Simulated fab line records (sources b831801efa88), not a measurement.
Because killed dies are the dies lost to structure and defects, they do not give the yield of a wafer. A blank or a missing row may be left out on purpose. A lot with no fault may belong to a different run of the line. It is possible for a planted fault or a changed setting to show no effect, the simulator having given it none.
fab line records    flow gf180mcu
[record] lots = 11  wafers = 33  last_day = 34
route steps=602 shown M2@364 V2@398
lots untouched by any fault: they come from a run of this same line in which no faults occurred
start_h: hours from the record's opening day to when the first of the lot's shown wafers began    wait_h: hours from the lot's prior step to this one    " repeats the value in the row above    L1.1+2: several wafers, shown together as one row    - no value, or no start was given    * or withheld: withheld    < > ~ a bound
route shown NAME@n: a module of which the file shows steps, and the number in the route of the first    usual: the fault-free wafers' mean and standard deviation    same: alike in all rows    chamber/n: place in a boat    sites: readings site by site    _std_site: standard deviation of those values    _edge_site: inner sites' mean taken away from outer sites' mean    radius_mm: for every site, how far away it sits from the centre of the wafer    mask NAME#n: copy n    behind: the most recent tool/chamber to have shaped the wafer    hold: cause of the lot's hold/its duration in hours/its outcome    device: whichever transistor did not switch (one of n, p or np)    end of line: the route-end tests of the same wafers    a step given without rows: its recipe and nothing more    killed: the dies lost at the first sort to structure and to defects; this is not the yield of the wafer    map: dies across one wafer; x = killed, . = not, _ = none there
set.NAME: the run value of the setting; set.NAME@STEP: its run value at that earlier step    model.NAME: the simulator's own value behind a step, which no gauge read
steps of the route over a sample of lots; a table a step, a row a wafer
services: a tool's chamber out of use, with start hour (start_h, from the record's first day; less than 0 if before it), hours out, and reason
[[steps]]
[step GF_M2_SPUTTER_02]
[recipe] material = AlCu  target_thk_nm = 450  power_w = 10600  time_s = 23.9  chamber_pressure_pa = 0.4
[usual] throttle_valve_pct = 29.2/0.8
lot.wafer  tool            chamber  start_h  wait_h  throttle_valve_pct
L327.3     pvd_sputter-02  -        419.39   0.0     28.4
L327.4     "               -        "        "       29.0
L327.5     "               -        "        "       28.9
L328.2     pvd_sputter-02  -        426.81   0.0     28.8
L328.4     "               -        "        "       28.4
L328.6     "               -        "        "       28.3
L330.3     pvd_sputter-03  -        441.03   0.0     28.8
L330.5     "               -        "        "       29.9
L330.6     "               -        "        "       28.2
L331.2     pvd_sputter-02  -        451.76   0.0     28.3
L331.3     "               -        "        "       30.0
L331.6     "               -        "        "       30.0
L336.1     pvd_sputter-03  -        492.56   0.0     30.2
L336.3     "               -        "        "       27.8
L336.4     "               -        "        "       29.1
L345.3     pvd_sputter-03  -        567.42   0.0     30.2
L345.4     "               -        "        "       30.1
L345.5     "               -        "        "       29.7
L346.3     pvd_sputter-03  -        575.35   0.0     30.1
L346.5     "               -        "        "       29.1
L346.6     "               -        "        "       30.2
L347.2     pvd_sputter-03  -        583.83   0.0     30.0
L347.3     "               -        "        "       30.1
L347.5     "               -        "        "       28.7
L348.4     pvd_sputter-03  -        591.60   0.0     30.2
L348.5     "               -        "        "       29.9
L348.6     "               -        "        "       27.9
L349.1     pvd_sputter-03  -        593.15   0.0     28.2
L349.3     "               -        "        "       30.0
L349.4     "               -        "        "       30.0
L350.3     pvd_sputter-02  -        598.29   0.0     28.3
L350.5     "               -        "        "       28.8
L350.6     "               -        "        "       29.1
[step GF_M2_RS_MEAS_05]
[recipe] thk_meas_gauge = four-point-probe  reads = TiN_of_M2_SPUTTER_04+Ti_of_M2_SPUTTER_03+AlCu_of_M2_SPUTTER_02+TiN_of_M2_SPUTTER_01+Ti_of_M2_SPUTTER_00
[usual] M2_ALCU_RS = 0.0694/0.0007
lot.wafer  tool           chamber  start_h  wait_h  M2_ALCU_RS[ohm/sq]
L327.3     film_metro-03  -        419.52   0.1     0.0710
L327.4     "              -        "        "       0.0694
L327.5     "              -        "        "       0.0697
L328.2     film_metro-03  -        426.92   0.0     0.0694
L328.4     "              -        "        "       0.0701
L328.6     "              -        "        "       0.0697
L330.3     film_metro-01  -        441.16   0.1     0.0684
L330.5     "              -        "        "       0.0685
L330.6     "              -        "        "       0.0680
L331.2     film_metro-01  -        451.87   0.0     0.0693
L331.3     "              -        "        "       0.0687
L331.6     "              -        "        "       0.0689
L336.1     film_metro-03  -        492.65   0.0     0.0698
L336.3     "              -        "        "       0.0692
L336.4     "              -        "        "       0.0669
L345.3     film_metro-01  -        567.55   0.1     0.0685
L345.4     "              -        "        "       0.0685
L345.5     "              -        "        "       0.0687
L346.3     film_metro-03  -        575.48   0.1     0.0702
L346.5     "              -        "        "       0.0696
L346.6     "              -        "        "       0.0700
L347.2     film_metro-04  -        583.94   0.0     0.0690
L347.3     "              -        "        "       0.0686
L347.5     "              -        "        "       0.0686
L348.4     film_metro-04  -        591.75   0.1     0.0691
L348.5     "              -        "        "       0.0685
L348.6     "              -        "        "       0.0680
L349.1     film_metro-01  -        593.24   0.0     0.0689
L349.3     "              -        "        "       0.0688
L349.4     "              -        "        "       0.0698
L350.3     film_metro-03  -        598.42   0.1     0.0701
L350.5     "              -        "        "       0.0699
L350.6     "              -        "        "       0.0701
[step GF_M2_THK_MEAS_06]
[recipe] thk_meas_gauge = xrf  reads = AlCu_of_M2_SPUTTER_02
[usual] M2_ALCU_THK = 454/4.5
lot.wafer  tool           chamber  start_h  wait_h  M2_ALCU_THK[nm]
L327.3     film_metro-03  -        419.62   0.1     447
L327.4     "              -        "        "       457
L327.5     "              -        "        "       453
L328.2     film_metro-03  -        427.03   0.1     454
L328.4     "              -        "        "       452
L328.6     "              -        "        "       455
L330.3     film_metro-01  -        441.26   0.1     460
L330.5     "              -        "        "       458
L330.6     "              -        "        "       463
L331.2     film_metro-01  -        451.98   0.1     454
L331.3     "              -        "        "       456
L331.6     "              -        "        "       454
L336.1     film_metro-03  -        492.77   0.1     453
L336.3     "              -        "        "       456
L336.4     "              -        "        "       472
L345.3     film_metro-01  -        567.65   0.1     460
L345.4     "              -        "        "       463
L345.5     "              -        "        "       458
L346.3     film_metro-03  -        575.58   0.1     449
L346.5     "              -        "        "       456
L346.6     "              -        "        "       451
L347.2     film_metro-04  -        584.05   0.1     453
L347.3     "              -        "        "       453
L347.5     "              -        "        "       457
L348.4     film_metro-04  -        591.84   0.1     453
L348.5     "              -        "        "       457
L348.6     "              -        "        "       457
L349.1     film_metro-01  -        593.36   0.1     453
L349.3     "              -        "        "       456
L349.4     "              -        "        "       447
L350.3     film_metro-03  -        598.52   0.1     451
L350.5     "              -        "        "       452
L350.6     "              -        "        "       453
[step GF_M2_STRIP_17]
[recipe] chemistry = O2/N2  power_w = 1400  pressure_mtorr = 1500  platen_temp_c = 250  o2_flow_sccm = 3000  n2_flow_sccm = 300  overash_fraction = 0.5
[usual] drypump_motor_current_A = 5.7/0.41  heater_power_w = 319/41  oes_product_au = 0.556/0.0049  strip_time_to_endpoint_s = 7.854/0.027
[same] overash_fraction = 0.5
lot.wafer  tool             chamber  start_h  wait_h  drypump_motor_current_A  heater_power_w  oes_product_au  rf_hours_counter_h  strip_time_to_endpoint_s
L327.3     plasma_asher-03  1        444.49   0.1     6.0                      391             0.564           -                   7.854
L327.4     "                0        "        "       5.6                      348             0.561           -                   7.885
L327.5     "                0        "        "       5.6                      335             0.556           -                   7.859
L328.2     plasma_asher-04  1        451.48   0.1     5.2                      278             0.561           77                  7.898
L328.4     "                0        "        "       5.8                      290             0.557           -                   7.903
L328.6     "                1        "        "       5.2                      277             0.564           -                   7.879
L330.3     plasma_asher-01  1        465.64   0.1     5.1                      334             0.553           -                   7.864
L330.5     "                0        "        "       6.6                      322             0.554           -                   7.873
L330.6     "                1        "        "       5.1                      333             0.555           -                   7.863
L331.2     plasma_asher-04  0        474.90   0.1     5.9                      283             0.555           80                  7.849
L331.3     "                0        "        "       5.9                      282             0.562           -                   7.817
L331.6     "                1        "        "       5.2                      276             0.556           -                   7.853
L336.1     plasma_asher-04  1        515.96   0.1     5.2                      280             0.557           84                  7.816
L336.3     "                1        "        "       5.2                      280             0.560           -                   7.882
L336.4     "                0        "        "       5.9                      283             0.559           -                   7.854
L345.3     plasma_asher-03  1        588.81   0.1     6.0                      386             0.560           -                   7.829
L345.4     "                0        "        "       5.6                      338             0.552           -                   7.806
L345.5     "                0        "        "       5.6                      347             0.560           -                   7.828
L346.3     plasma_asher-03  0        596.60   0.1     5.7                      343             0.571           -                   7.867
L346.5     "                0        "        "       5.6                      336             0.551           -                   7.840
L346.6     "                1        "        "       6.0                      391             0.562           -                   7.865
L347.2     plasma_asher-01  0        605.63   0.1     6.6                      329             0.559           84                  7.855
L347.3     "                1        "        "       5.1                      323             0.561           -                   7.853
L347.5     "                1        "        "       5.2                      332             0.566           -                   7.897
L348.4     plasma_asher-03  1        612.84   0.1     6.0                      379             0.551           -                   7.835
L348.5     "                1        "        "       6.0                      389             0.560           -                   7.874
L348.6     "                0        "        "       5.7                      336             0.552           -                   7.821
L349.1     plasma_asher-04  0        614.40   0.1     5.9                      280             0.551           95                  7.852
L349.3     "                0        "        "       5.9                      280             0.551           -                   7.872
L349.4     "                1        "        "       5.1                      280             0.552           -                   7.846
L350.3     plasma_asher-04  0        619.74   0.1     5.9                      286             0.561           -                   7.851
L350.5     "                1        "        "       5.2                      284             0.549           -                   7.823
L350.6     "                0        "        "       5.8                      289             0.542           -                   7.843
[step GF_V2_ETCH_16]
[recipe] chemistry = N2/H2  target_depth_a = withheld  overetch_a = withheld  time_s = withheld  target = BARC  ion_energy_ev = 200  source_w = 500  bias_w = 100  pressure_mtorr = 30  n2_flow_sccm = 100  h2_flow_sccm = 200
[usual] drypump_motor_current_A = 5.7/0.5  oes_product_au = 0.855/0.0046  throttle_valve_pct = 13.224/0.0099
lot.wafer  tool         chamber  start_h  wait_h  drypump_motor_current_A  oes_product_au  throttle_valve_pct
L327.3     rie_diel-02  1        470.04   0.0     5.3                      0.851           13.230
L327.4     "            0        "        "       6.5                      0.851           13.219
L327.5     "            3        "        "       5.3                      0.855           13.216
L328.2     rie_diel-02  1        476.12   0.0     5.3                      0.858           13.224
L328.4     "            1        "        "       5.3                      0.848           13.229
L328.6     "            0        "        "       6.5                      0.859           13.245
L330.3     rie_diel-01  2        491.24   0.0     5.6                      0.857           13.234
L330.5     "            2        "        "       5.6                      0.850           13.201
L330.6     "            3        "        "       5.1                      0.854           13.229
L331.2     rie_diel-01  2        500.26   0.0     5.6                      0.849           13.227
L331.3     "            3        "        "       5.0                      0.860           13.218
L331.6     "            2        "        "       5.6                      0.858           13.219
L336.1     rie_diel-03  1        540.39   0.0     6.2                      0.864           13.232
L336.3     "            3        "        "       5.4                      0.860           13.234
L336.4     "            0        "        "       5.6                      0.849           13.223
L345.3     rie_diel-02  2        610.59   0.0     5.6                      0.847           13.227
L345.4     "            0        "        "       6.5                      0.848           13.226
L345.5     "            1        "        "       5.3                      0.861           13.232
L346.3     rie_diel-01  3        618.49   0.0     5.1                      0.855           13.225
L346.5     "            1        "        "       5.2                      0.858           13.236
L346.6     "            0        "        "       6.5                      0.852           13.224
L347.2     rie_diel-02  3        627.96   0.0     5.4                      0.850           13.219
L347.3     "            1        "        "       5.3                      0.854           13.230
L347.5     "            0        "        "       6.5                      0.854           13.236
L348.4     rie_diel-03  3        634.99   0.0     5.4                      0.856           13.229
L348.5     "            2        "        "       5.2                      0.850           13.210
L348.6     "            1        "        "       6.2                      0.844           13.225
L349.1     rie_diel-02  2        636.66   0.0     5.6                      0.855           13.222
L349.3     "            1        "        "       5.3                      0.852           13.215
L349.4     "            3        "        "       5.3                      0.858           13.246
L350.3     rie_diel-01  2        641.29   0.0     5.6                      0.853           13.202
L350.5     "            0        "        "       6.4                      0.852           13.236
L350.6     "            1        "        "       5.2                      0.847           13.214
[step GF_V2_RS_MEAS_24]
[recipe] thk_meas_gauge = four-point-probe  reads = W_of_V2_CVD_23+TiN_of_V2_SPUTTER_22+Ti_of_V2_SPUTTER_21
[usual] V2_W_RS = 0.3267/0.0026
lot.wafer  tool           chamber  start_h  wait_h  V2_W_RS[ohm/sq]
L327.3     film_metro-02  -        470.99   0.1     0.3245
L327.4     "              -        "        "       0.3244
L327.5     "              -        "        "       0.3258
L328.2     film_metro-02  -        477.04   0.1     0.3259
L328.4     "              -        "        "       0.3236
L328.6     "              -        "        "       0.3251
L330.3     film_metro-04  -        492.16   0.1     0.3289
L330.5     "              -        "        "       0.3237
L330.6     "              -        "        "       0.3214
L331.2     film_metro-01  -        501.19   0.1     0.3281
L331.3     "              -        "        "       0.3308
L331.6     "              -        "        "       0.3334
L336.1     film_metro-02  -        541.26   0.1     0.3271
L336.3     "              -        "        "       0.3234
L336.4     "              -        "        "       0.3220
L345.3     film_metro-04  -        611.51   0.1     0.3293
L345.4     "              -        "        "       0.3352
L345.5     "              -        "        "       0.3292
L346.3     film_metro-01  -        619.40   0.1     0.3263
L346.5     "              -        "        "       0.3239
L346.6     "              -        "        "       0.3291
L347.2     film_metro-01  -        628.86   0.1     0.3210
L347.3     "              -        "        "       0.3187
L347.5     "              -        "        "       0.3249
L348.4     film_metro-04  -        635.92   0.1     0.3300
L348.5     "              -        "        "       0.3252
L348.6     "              -        "        "       0.3273
L349.1     film_metro-01  -        637.53   0.1     0.3267
L349.3     "              -        "        "       0.3250
L349.4     "              -        "        "       0.3295
L350.3     film_metro-01  -        642.20   0.1     0.3294
L350.5     "              -        "        "       0.3274
L350.6     "              -        "        "       0.3279
[[services]]
tool             chamber  start_h  hours  kind
plasma_asher-04  -        405.06   3.4    repair
pvd_sputter-03   -        409.18   7.5    repair
rie_diel-02      -        413.89   0.5    repair
pvd_sputter-03   -        417.51   1.7    repair
plasma_asher-03  -        421.25   9.0    pm
rie_diel-02      2        427.33   6.9    repair
plasma_asher-04  -        428.34   0.7    repair
pvd_sputter-02   -        441.95   4.5    repair
pvd_sputter-02   -        460.66   10.0   repair
rie_diel-03      0        463.64   1.7    repair
rie_diel-02      3        473.26   7.4    repair
rie_diel-03      3        485.23   10.8   repair
rie_diel-02      3        494.84   13.2   repair
rie_diel-03      -        509.55   2.4    repair
pvd_sputter-02   -        526.69   1.0    repair
rie_diel-01      3        549.90   3.4    repair
plasma_asher-04  -        552.88   0.7    repair
rie_diel-01      2        557.50   6.3    repair
pvd_sputter-03   3        562.64   -      consumable_replace:kit
rie_diel-03      2        576.51   9.2    repair
plasma_asher-01  -        579.04   0.3    repair
rie_diel-02      2        584.81   2.0    repair
rie_diel-01      3        610.90   4.5    repair
rie_diel-02      2        625.79   9.1    repair
[[key]]
[first_sign] step = GF_M2_RS_MEAS_05  reading = M2_ALCU_RS  direction = down  sigmas = 3.5  usual = 0.0694  struck = 0.0669
[effect] step = GF_M2_THK_MEAS_06  reading = M2_ALCU_THK  direction = up  sigmas = 4.2  usual = 454  struck = 472
met_at GF_M2_SPUTTER_02
struck_lots L336
struck_wafers L336.4
not_acting_at GF_M2_STRIP_17,GF_V2_ETCH_16,GF_V2_RS_MEAS_24
onset_between 441.03 492.56
[fault] kind = process_parameter_drift  tool = pvd_sputter-03  chamber = -  onset_h = 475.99  steps = GF_M2_SPUTTER_02  channel = time_s  offset = *  shape = step  end_h = 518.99  acts_in = *  stated = *  scope = struck_wafers_only
